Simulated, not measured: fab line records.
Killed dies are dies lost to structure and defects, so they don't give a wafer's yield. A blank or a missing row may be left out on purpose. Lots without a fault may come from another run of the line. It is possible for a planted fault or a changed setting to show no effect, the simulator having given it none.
fab line records	flow sfq-line
record lots=7	wafers=20	last-day=82
route steps=325 shown L0@4 L0V@16 M0@28
lots with no fault: from the same line, run without faults
start-h: hours from the record's first day to the start of the lot's first wafer shown	wait-h: time in hours since the lot's previous step	" as in the row above	L1.1+2: a single row standing in for several wafers	- value missing, or start not given	* or withheld: withheld	< > ~ a bound
route shown NAME@n: names a module that has steps shown in the file, with the first one's number in the route	usual: mean/standard deviation taken from wafers without a fault	same: alike in all rows	chamber/n: place in a boat	sites: per-site readings	_std_site: standard deviation across them	_edge_site: mean of outer sites minus mean of inner sites	radius-mm: how far each site lies from the wafer's centre	mask NAME#n: copy n	behind: tool/chamber where the wafer was last shaped	hold: why the lot was held/for how many hours/how that ended	device: which transistor (n, p or np) failed to switch	end of line: the route-end tests of the same wafers	step lacking rows: just its recipe	killed: at the first sort, the dies lost to defects and structure; wafer yield is something else	map: shows each die of a wafer: x if killed, . if not, _ if none is there
set.NAME: the setting that was run; set.NAME@STEP: the one run at that earlier step	model.NAME: the simulator's own value behind a step, which no gauge read
lots at selected steps of the route; one table per step, one row per wafer
services: from which hour (start-h, from the record's first day; less than 0 if before it) a tool's chamber was out of use, for how many hours, and why
## steps
# step SFQ_L0_RS_MEAS_901
# recipe thk-meas-gauge=four-point-probe	reads=MoNx_KI_of_TRILAYER_L0_DEP_SPUTTER_003
# usual L0_MONX_KI_RS=43.6/0.52
lot.wafer	tool	chamber	start-h	wait-h	L0_MONX_KI_RS[ohm/sq]
L669.1	film-metro-04	-	37.56	0.0	43.7
L669.2	"	-	"	"	43.8
L669.3	"	-	"	"	43.6
L671.1	film-metro-04	-	47.56	0.0	44.0
L671.4	"	-	"	"	44.3
L671.5	"	-	"	"	44.2
L676.2	film-metro-01	-	72.59	0.1	42.8
L676.5	"	-	"	"	42.3
L676.6	"	-	"	"	42.9
L677.1	film-metro-01	-	77.56	0.0	43.8
L677.2	"	-	"	"	44.1
L677.6	"	-	"	"	44.3
L678.1	film-metro-03	-	82.56	0.0	43.1
L678.3	"	-	"	"	43.1
L678.6	"	-	"	"	42.6
L684.2	film-metro-04	-	112.58	0.1	43.9
L684.4	"	-	"	"	44.0
L687.1	film-metro-03	-	127.56	0.0	43.3
L687.5	"	-	"	"	43.4
L687.6	"	-	"	"	43.6
# step SFQ_L0_THK_MEAS_902
# recipe thk-meas-gauge=xrf	reads=MoNx_KI_of_TRILAYER_L0_DEP_SPUTTER_003
# usual L0_MONX_KI_THK=38.7/0.53
lot.wafer	tool	chamber	start-h	wait-h	L0_MONX_KI_THK[nm]
L669.1	film-metro-04	-	37.68	0.1	38.3
L669.2	"	-	"	"	38.3
L669.3	"	-	"	"	38.8
L671.1	film-metro-04	-	47.68	0.1	38.1
L671.4	"	-	"	"	37.9
L671.5	"	-	"	"	38.1
L676.2	film-metro-01	-	72.70	0.1	39.6
L676.5	"	-	"	"	40.3
L676.6	"	-	"	"	39.5
L677.1	film-metro-01	-	77.68	0.1	39.0
L677.2	"	-	"	"	38.4
L677.6	"	-	"	"	38.0
L678.1	film-metro-03	-	82.68	0.1	39.2
L678.3	"	-	"	"	39.2
L678.6	"	-	"	"	39.8
L684.2	film-metro-04	-	112.69	0.1	38.0
L684.4	"	-	"	"	38.2
L687.1	film-metro-03	-	127.68	0.1	39.4
L687.5	"	-	"	"	39.4
L687.6	"	-	"	"	39.2
# step SFQ_TRILAYER_L0_LITHO_COAT_010
# recipe resist=BARC	spin-rpm=3000	resist-thk-nm=62
# step SFQ_TRILAYER_L0_LITHO_COAT_005
# recipe resist=KrF	spin-rpm=3000	resist-thk-nm=600
# step SFQ_TRILAYER_L0_LITHO_SOFTBAKE_009
# recipe temp-c=withheld	time-s=withheld	resist=KrF
# step SFQ_TRILAYER_L0_LITHO_EXPOSE_006
# recipe mask-id=L0	na=0.6	source-shape=conventional	sigma-outer=0.65	target-cd-nm=2000	dose-mj=14.4
# step SFQ_TRILAYER_L0_LITHO_PEB_008
# recipe peb-temp-c=115	peb-time-s=60	resist=KrF
# step SFQ_TRILAYER_L0_LITHO_DEVELOP_007
# recipe time-s=60	resist=KrF
# step SFQ_TRILAYER_L0_BARC_OPEN_METAL_ETCH_010
# recipe mask-material=PR	chemistry=O2	target-depth-nm=125	target=BARC	icp-w=600	bias-w=80	pressure-mtorr=10	time-s=41.7
# usual chamber-pressure-mTorr=10.000/0.0095	drypump-motor-current-A=5.7/0.5	oes-product-au=0.685/0.005
lot.wafer	tool	chamber	start-h	wait-h	chamber-pressure-mTorr	drypump-motor-current-A	oes-product-au	rf-hours-counter-h
L669.1	rie-metal-02	1	50.42	0.1	9.999	5.6	0.685	156
L669.2	"	0	"	"	9.995	6.4	0.686	172
L669.3	"	0	"	"	9.995	6.4	0.693	-
L671.1	rie-metal-02	1	61.22	0.1	10.011	5.6	0.692	159
L671.4	"	1	"	"	10.005	5.6	0.676	-
L671.5	"	0	"	"	10.005	6.4	0.676	-
L676.2	rie-metal-04	1	89.24	0.1	9.986	5.0	0.690	108
L676.5	"	1	"	"	9.996	5.0	0.678	-
L676.6	"	0	"	"	10.004	5.3	0.685	-
L677.1	rie-metal-01	1	92.84	0.1	10.005	5.5	0.683	132
L677.2	"	0	"	"	9.998	6.1	0.686	4
L677.6	"	0	"	"	9.990	6.1	0.687	-
L678.1	rie-metal-01	1	98.84	0.1	9.987	5.5	0.686	133
L678.3	"	1	"	"	9.997	5.5	0.674	-
L678.6	"	0	"	"	9.988	6.1	0.686	-
L684.2	rie-metal-01	0	127.64	0.1	10.005	6.1	0.691	11
L684.4	"	1	"	"	9.991	5.5	0.682	-
L687.1	rie-metal-01	0	151.69	0.1	10.004	6.1	0.676	14
L687.5	"	1	"	"	9.996	5.5	0.679	-
L687.6	"	0	"	"	10.006	6.1	0.681	-
# step SFQ_TRILAYER_L0_ETCH_METAL_ETCH_008
# recipe target=MoNx_KI	stop-on=SiO2	mask-material=PR	chemistry=SF6/O2	target-depth-nm=50	icp-w=600	bias-w=80	pressure-mtorr=10	time-s=25
# usual chamber-pressure-mTorr=10.000/0.0096	drypump-motor-current-A=5.7/0.49	oes-product-au=0.872/0.0077
lot.wafer	tool	chamber	start-h	wait-h	chamber-pressure-mTorr	drypump-motor-current-A	oes-product-au	rf-hours-counter-h
L669.1	rie-metal-02	1	50.48	0.0	9.999	5.6	0.864	156
L669.2	"	0	"	"	9.995	6.4	0.878	172
L669.3	"	0	"	"	9.990	6.4	0.870	-
L671.1	rie-metal-02	1	61.28	0.0	10.005	5.6	0.871	159
L671.4	"	1	"	"	10.013	5.6	0.857	-
L671.5	"	0	"	"	10.009	6.4	0.869	-
L676.2	rie-metal-04	1	89.30	0.0	10.015	5.0	0.880	108
L676.5	"	1	"	"	9.979	5.0	0.884	-
L676.6	"	0	"	"	10.009	5.3	0.881	-
L677.1	rie-metal-01	1	92.90	0.0	10.006	5.5	0.865	132
L677.2	"	0	"	"	10.018	6.1	0.864	4
L677.6	"	0	"	"	10.001	6.1	0.866	-
L678.1	rie-metal-01	1	98.90	0.0	10.017	5.5	0.888	133
L678.3	"	1	"	"	9.990	5.5	0.877	-
L678.6	"	0	"	"	10.003	6.1	0.885	-
L684.2	rie-metal-01	0	127.70	0.0	10.002	6.1	0.877	11
L684.4	"	1	"	"	10.007	5.5	0.869	-
L687.1	rie-metal-01	0	151.75	0.0	10.003	6.1	0.885	14
L687.5	"	1	"	"	9.998	5.5	0.875	-
L687.6	"	0	"	"	10.008	6.1	0.874	-
# step SFQ_TRILAYER_L0_STRIP_STRIP_009
# recipe gas=O2	power-w=200	platen-temp-c=40	overash-fraction=0.65	chemistry=O2	pressure-mtorr=50
# usual chamber-pressure-mTorr=49.99/0.042	drypump-motor-current-A=5.7/0.5	oes-product-au=0.998/0.0081
lot.wafer	tool	chamber	start-h	wait-h	chamber-pressure-mTorr	drypump-motor-current-A	oes-product-au	rf-hours-counter-h
L669.1	rie-metal-02	1	50.52	0.0	49.96	5.5	0.990	156
L669.2	"	0	"	"	49.99	6.4	0.995	173
L669.3	"	0	"	"	49.95	6.4	0.993	-
L671.1	rie-metal-02	1	61.32	0.0	50.03	5.6	0.999	159
L671.4	"	1	"	"	49.95	5.6	1.007	-
L671.5	"	0	"	"	50.03	6.5	0.997	-
L676.2	rie-metal-04	1	89.34	0.0	49.96	5.0	1.010	108
L676.5	"	1	"	"	49.99	5.0	1.003	-
L676.6	"	0	"	"	49.98	5.2	1.005	-
L677.1	rie-metal-01	1	92.94	0.0	50.01	5.5	0.994	132
L677.2	"	0	"	"	49.98	6.1	0.993	4
L677.6	"	0	"	"	50.06	6.1	0.991	-
L678.1	rie-metal-01	1	98.94	0.0	50.06	5.5	1.007	133
L678.3	"	1	"	"	49.98	5.5	0.989	-
L678.6	"	0	"	"	49.96	6.1	0.998	-
L684.2	rie-metal-01	0	127.74	0.0	50.10	6.1	1.006	11
L684.4	"	1	"	"	50.01	5.5	1.005	-
L687.1	rie-metal-01	0	151.80	0.0	49.95	6.1	1.009	15
L687.5	"	1	"	"	49.96	5.5	0.999	-
L687.6	"	0	"	"	50.11	6.1	0.996	-
# step SFQ_TRILAYER_L0_STRIP_SOLV_CLEAN_010
# recipe chemistry=NMP	temp-c=70	time-s=600
# step SFQ_TRILAYER_L0_CAP_PECVD_011
# recipe material=SiO2	temp-c=150	time-s=13.333	pressure-torr=2.4	rf-w=183.3	precursor=SiH4/N2O	target-thk-nm=60
# usual heater-power-w=85/15	throttle-valve-pct=25.3/0.92
lot.wafer	tool	chamber	start-h	wait-h	heater-power-w	throttle-valve-pct	model.SiO2_of_TRILAYER_L0_CAP_PECVD_011.thk-nm
L669.1	pecvd-04	0	51.30	0.0	97	26.1	60.2
L669.2	"	2	"	"	120	25.3	59.97
L669.3	"	1	"	"	91	25.5	60.1
L671.1	pecvd-02	2	62.10	0.0	86	23.9	59.58
L671.4	"	0	"	"	109	23.7	60.09
L671.5	"	1	"	"	76	24.8	60.19
L676.2	pecvd-02	0	90.12	0.0	108	24.0	68.95
L676.5	"	0	"	"	104	24.1	59.7
L676.6	"	2	"	"	74	24.6	59.72
L677.1	pecvd-02	1	93.72	0.0	75	24.4	68.71
L677.2	"	2	"	"	84	24.5	69.37
L677.6	"	2	"	"	84	24.3	59.52
L678.1	pecvd-03	0	99.72	0.0	88	25.8	60.79
L678.3	"	1	"	"	77	26.6	60.74
L678.6	"	2	"	"	58	26.2	60.69
L684.2	pecvd-02	1	128.53	0.0	80	24.6	69.86
L684.4	"	1	"	"	77	24.8	60.36
L687.1	pecvd-03	2	152.57	0.0	63	26.4	60.21
L687.5	"	2	"	"	47	26.0	61.47
L687.6	"	1	"	"	68	26.7	60.16
# step SFQ_TRILAYER_L0_VIA_LITHO_COAT_018
# recipe resist=BARC	spin-rpm=3000	resist-thk-nm=62
# step SFQ_TRILAYER_L0_VIA_LITHO_COAT_013
# recipe resist=KrF	spin-rpm=3000	resist-thk-nm=650
# step SFQ_TRILAYER_L0_VIA_LITHO_SOFTBAKE_017
# recipe temp-c=withheld	time-s=withheld	resist=KrF
# step SFQ_TRILAYER_L0_VIA_LITHO_EXPOSE_014
# recipe mask-id=L0V	na=0.6	source-shape=conventional	sigma-outer=0.65	target-cd-nm=700	dose-mj=21.3
# step SFQ_TRILAYER_L0_VIA_LITHO_PEB_016
# recipe peb-temp-c=115	peb-time-s=60	resist=KrF
# step SFQ_TRILAYER_L0_VIA_LITHO_DEVELOP_015
# recipe time-s=60	resist=KrF
# step SFQ_L0V_OVL_MEAS_903
# usual L0V_OVL=-3/5.3
lot.wafer	tool	chamber	start-h	wait-h	L0V_OVL[nm]
L669.1	overlay-02	-	122.72	0.1	-2
L669.2	"	-	"	"	-6
L669.3	"	-	"	"	-5
L671.1	overlay-02	-	133.52	0.1	3
L671.4	"	-	"	"	-3
L671.5	"	-	"	"	0
L676.2	overlay-02	-	205.63	0.1	-4
L676.5	"	-	"	"	-4
L676.6	"	-	"	"	-8
L677.1	overlay-02	-	211.62	0.1	-7
L677.2	"	-	"	"	-2
L677.6	"	-	"	"	-6
L678.1	overlay-02	-	218.82	0.1	2
L678.3	"	-	"	"	-5
L678.6	"	-	"	"	-10
L684.2	overlay-02	-	245.98	0.1	-6
L684.4	"	-	"	"	-11
L687.1	overlay-02	-	268.77	0.1	-4
L687.5	"	-	"	"	-6
L687.6	"	-	"	"	0
# step SFQ_TRILAYER_L0_VIA_BARC_OPEN_VIA_ETCH_021
# recipe mask-material=PR	chemistry=O2	target-depth-nm=125	target=BARC	source-w=500	bias-w=80	pressure-mtorr=30	time-s=41.7
# usual chamber-pressure-mTorr=30.001/0.027	drypump-motor-current-A=5.7/0.57	oes-product-au=0.685/0.005
lot.wafer	tool	chamber	start-h	wait-h	chamber-pressure-mTorr	drypump-motor-current-A	oes-product-au	rf-hours-counter-h
L669.1	rie-diel-02	0	122.76	0.0	30.056	6.4	0.678	104
L669.2	"	3	"	"	30.023	5.8	0.682	143
L669.3	"	1	"	"	30.029	4.8	0.691	93
L671.1	rie-diel-03	3	133.56	0.0	29.919	5.3	0.688	135
L671.4	"	1	"	"	30.008	6.5	0.695	-
L671.5	"	3	"	"	29.969	5.2	0.678	-
L676.2	rie-diel-02	3	205.66	0.0	29.922	5.8	0.690	144
L676.5	"	0	"	"	29.998	6.4	0.681	-
L676.6	"	3	"	"	30.023	5.8	0.686	-
L677.1	rie-diel-04	0	211.66	0.0	29.976	5.5	0.684	87
L677.2	"	2	"	"	30.017	5.7	0.680	113
L677.6	"	2	"	"	29.973	5.6	0.685	-
L678.1	rie-diel-02	3	218.86	0.0	30.009	5.8	0.682	144
L678.3	"	2	"	"	29.998	5.6	0.689	1
L678.6	"	2	"	"	30.021	5.6	0.681	-
L684.2	rie-diel-04	0	246.01	0.0	30.005	5.5	0.682	88
L684.4	"	3	"	"	30.020	6.3	0.681	70
L687.1	rie-diel-04	2	268.81	0.0	30.011	5.7	0.682	115
L687.5	"	2	"	"	30.000	5.6	0.681	-
L687.6	"	1	"	"	29.954	6.2	0.689	-
# step SFQ_TRILAYER_L0_VIA_ETCH_VIA_ETCH_016
# recipe target=SiO2	stop-on=MoNx_KI	mask-material=PR	chemistry=CHF3	target-depth-nm=80	source-w=500	bias-w=80	pressure-mtorr=30	time-s=withheld
# usual chamber-pressure-mTorr=29.999/0.027	drypump-motor-current-A=5.7/0.56	oes-product-au=0.843/0.0079
lot.wafer	tool	chamber	start-h	wait-h	chamber-pressure-mTorr	drypump-motor-current-A	oes-product-au	model.L0V.feature-depth-nm	model.etch.depth-nm
L669.1	rie-diel-02	0	122.80	0.0	29.963	6.4	0.838	60.2	60.2
L669.2	"	3	"	"	29.955	5.8	0.837	59.97	59.97
L669.3	"	1	"	"	29.962	4.8	0.838	60.1	60.1
L671.1	rie-diel-03	3	133.60	0.0	29.978	5.2	0.839	59.58	59.58
L671.4	"	1	"	"	30.032	6.5	0.847	60.09	60.09
L671.5	"	3	"	"	30.036	5.2	0.849	60.19	60.19
L676.2	rie-diel-02	3	205.69	0.0	29.984	5.8	0.921	68.95	68.95
L676.5	"	0	"	"	29.972	6.4	0.844	59.7	59.7
L676.6	"	3	"	"	30.027	5.8	0.839	59.72	59.72
L677.1	rie-diel-04	0	211.69	0.0	30.010	5.5	0.910	68.71	68.71
L677.2	"	2	"	"	30.028	5.7	0.917	69.37	69.37
L677.6	"	2	"	"	30.045	5.7	0.835	59.52	59.52
L678.1	rie-diel-02	3	218.90	0.0	30.029	5.8	0.842	60.79	60.79
L678.3	"	2	"	"	29.987	5.6	0.848	60.74	60.74
L678.6	"	2	"	"	30.013	5.6	0.858	60.69	60.69
L684.2	rie-diel-04	0	246.04	0.0	29.990	5.5	0.922	69.86	69.86
L684.4	"	3	"	"	30.055	6.2	0.848	60.36	60.36
L687.1	rie-diel-04	2	268.85	0.0	30.020	5.6	0.846	60.21	60.21
L687.5	"	2	"	"	29.979	5.6	0.855	61.47	61.47
L687.6	"	1	"	"	30.003	6.3	0.842	60.16	60.16
# step SFQ_TRILAYER_L0_VIA_STRIP_STRIP_017
# recipe gas=O2	power-w=200	platen-temp-c=40	overash-fraction=0.65	chemistry=O2	pressure-mtorr=50
# usual chamber-pressure-mTorr=50.00/0.05	drypump-motor-current-A=5.4/0.47	oes-product-au=0.999/0.0071
lot.wafer	tool	chamber	start-h	wait-h	chamber-pressure-mTorr	drypump-motor-current-A	oes-product-au	rf-hours-counter-h
L669.1	rie-metal-04	0	122.84	-	49.99	5.3	1.004	18
L669.2	"	1	"	"	50.05	5.0	1.002	115
L669.3	"	1	"	"	50.04	5.0	0.998	-
L671.1	rie-metal-01	0	133.64	-	49.98	6.1	1.008	11
L671.4	"	0	"	"	49.97	6.1	1.004	-
L671.5	"	1	"	"	50.04	5.5	1.001	-
L676.2	rie-metal-03	0	205.94	-	49.97	6.0	0.981	-
L676.5	"	0	"	"	49.97	6.1	1.003	-
L676.6	"	0	"	"	50.02	6.0	0.989	-
L677.1	rie-metal-04	0	211.74	-	50.06	5.2	1.002	33
L677.2	"	1	"	"	50.06	5.0	0.992	126
L677.6	"	0	"	"	49.99	5.3	1.000	-
L678.1	rie-metal-03	1	218.94	-	50.06	4.9	0.998	0
L678.3	"	0	"	"	50.01	6.1	0.996	-
L678.6	"	0	"	"	50.06	6.1	0.988	-
L684.2	rie-metal-03	1	246.29	-	50.02	4.9	1.001	-
L684.4	"	1	"	"	49.96	5.0	1.002	-
L687.1	rie-metal-03	0	268.89	-	49.98	6.0	1.000	165
L687.5	"	0	"	"	50.02	6.0	1.005	-
L687.6	"	1	"	"	49.99	4.9	1.001	-
# step SFQ_TRILAYER_L0_VIA_STRIP_SOLV_CLEAN_018
# recipe chemistry=NMP	temp-c=70	time-s=600
# step SFQ_TRILAYER_M0_DEP_PRE_CLEAN_020
# recipe gas=Ar	time-s=15	bias-v=250
lot.wafer	tool	chamber	start-h	wait-h	model.SiO2_of_TRILAYER_L0_CAP_PECVD_011.thk-nm
L669.1	pvd-sputter-03	-	123.62	0.0	55.2
L669.2	"	-	"	"	54.97
L669.3	"	-	"	"	55.1
L671.1	pvd-sputter-04	-	134.42	0.0	54.58
L671.4	"	-	"	"	55.09
L671.5	"	-	"	"	55.19
L676.2	pvd-sputter-04	-	207.13	0.0	63.95
L676.5	"	-	"	"	54.7
L676.6	"	-	"	"	54.72
L677.1	pvd-sputter-03	-	212.52	0.0	63.71
L677.2	"	-	"	"	64.37
L677.6	"	-	"	"	54.52
L678.1	pvd-sputter-03	-	219.72	0.0	55.79
L678.3	"	-	"	"	55.74
L678.6	"	-	"	"	55.69
L684.2	pvd-sputter-03	-	247.47	0.0	64.86
L684.4	"	-	"	"	55.36
L687.1	pvd-sputter-03	-	269.67	0.0	55.21
L687.5	"	-	"	"	56.47
L687.6	"	-	"	"	55.16
# step SFQ_TRILAYER_M0_DEP_SPUTTER_019
# recipe material=Nb	base-pressure-pa=1.33e-06	chamber-pressure-pa=0.1333	substrate-temp-c=20	resputter-cathode-voltage-v=400	target-thk-nm=200	power-w=2000	time-s=133.3
## services
tool	chamber	start-h	hours	kind
rie-metal-01	-	30.79	0.5	repair
rie-diel-02	3	32.21	2.9	repair
rie-diel-02	-	61.97	0.3	repair
rie-metal-04	-	75.16	1.2	repair
pvd-sputter-03	-	95.81	1.8	repair
rie-diel-04	1	97.18	1.9	repair
rie-metal-03	1	98.22	2.1	repair
rie-metal-03	-	116.44	2.8	pm
rie-metal-01	1	139.70	2.7	repair
rie-metal-03	1	165.27	4.8	repair
rie-diel-02	-	166.59	0.8	repair
rie-metal-04	1	196.96	9.6	repair
rie-metal-01	-	198.07	14.6	pm
pecvd-02	-	198.89	0.4	repair
rie-diel-02	1	201.96	6.2	repair
rie-diel-02	0	219.41	14.0	repair
rie-metal-01	-	234.18	1.4	pm
rie-metal-03	0	238.20	26.6	repair
pvd-sputter-03	-	241.48	3.8	repair
rie-diel-02	-	245.14	1.8	repair
rie-metal-02	-	251.06	0.8	repair
pvd-sputter-03	-	251.12	5.0	repair
pecvd-02	1	261.42	7.0	repair
rie-metal-03	-	262.89	1.4	pm
## key
first-sign step=SFQ_TRILAYER_L0_VIA_ETCH_VIA_ETCH_016	reading=oes-product-au	direction=up	sigmas=9.4	usual=0.843	struck=0.918
effect none on later readings
model-effect step=SFQ_TRILAYER_L0_CAP_PECVD_011	value=SiO2_of_TRILAYER_L0_CAP_PECVD_011.thk-nm	without=59.2	struck=69.22
model-effect step=SFQ_TRILAYER_L0_VIA_ETCH_VIA_ETCH_016	value=L0V.feature-depth-nm	without=59.2	struck=69.22
model-effect step=SFQ_TRILAYER_M0_DEP_PRE_CLEAN_020	value=SiO2_of_TRILAYER_L0_CAP_PECVD_011.thk-nm	without=54.2	struck=64.22
met-at SFQ_TRILAYER_L0_CAP_PECVD_011
struck-wafers L676.2,L677.1,L677.2,L684.2
onset-between 62.10 90.12
fault kind=process-parameter-drift	tool=pecvd-02	chamber=-	onset-h=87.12	steps=SFQ_TRILAYER_L0_CAP_PECVD_011	channel=time-s	offset=*	shape=step	end-h=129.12	scope=struck-wafers-only	acts-in=*	stated=*
